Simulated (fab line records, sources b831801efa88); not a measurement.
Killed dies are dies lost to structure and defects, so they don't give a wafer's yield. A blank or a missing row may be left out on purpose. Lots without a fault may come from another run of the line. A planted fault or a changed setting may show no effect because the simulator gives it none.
Chamber matching | flow sky130 | SKY_VIA1_CMP_24 on cmp-02: 4 sister chambers
The step polishes, stops on SiO2, t overpolish 15 s, target thk 0 nm. 8 wafers are shown with their chamber, then 7 later ones without.

WAFERS WITH THEIR CHAMBER
wafer  | chamber | motor_current_A (A) | platen_rpm (rpm)
L076.5 | 0       | 10.6                | 60.01
L077.1 | 0       | 11.6                | 60.01
L077.2 | 1       | 11.0                | 59.99
L081.4 | 3       | 11.8                | 60.00
L081.5 | 1       | 10.8                | 60.00
L081.6 | 2       | 10.4                | 59.97
L082.3 | 3       | 11.5                | 59.99
L082.4 | 2       | 10.5                | 59.91

WAFERS WITHOUT THEIR CHAMBER
wafer  | motor_current_A (A) | platen_rpm (rpm)
L082.5 | 11.8                | 60.04
L087.3 | 11.3                | 60.00
L087.4 | 11.1                | 59.96
L087.6 | 11.3                | 60.05
L093.1 | 11.4                | 59.96
L093.2 | 11.0                | 60.07
L093.4 | 11.5                | 59.98

WHICH CHAMBER EACH WENT THROUGH
wafer  | from the rows above               | in truth
L082.5 | can't be placed: 3 or 0 or 1      | 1
L087.3 | can't be placed: 0 or 3 or 1      | 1
L087.4 | can't be placed: 1 or 2 or 3 or 0 | 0
L087.6 | can't be placed: 0 or 3 or 1      | 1
L093.1 | can't be placed: 3 or 1 or 0 or 2 | 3
L093.2 | can't be placed: 0 or 1 or 3      | 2
L093.4 | can't be placed: 3 or 1 or 0      | 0
Placed correctly: 0 of 7. Can't be placed from these rows: 7 (the true chamber is among the candidates in 6). Placed wrongly: 0.
How it was worked out, from the rows above alone: a wafer's distance from a chamber is the root of the sum, over the readings, of the square of ((its reading less the chamber's mean) divided by the reading's scatter). The wafer belongs to the nearest chamber; if the next one is less than 2 further off, it can't be placed. A chamber's mean is the mean of its shown wafers. The scatter: the root of (the sum of the squares of (reading less its chamber's mean) over the shown wafers, divided by (wafers less chambers)).
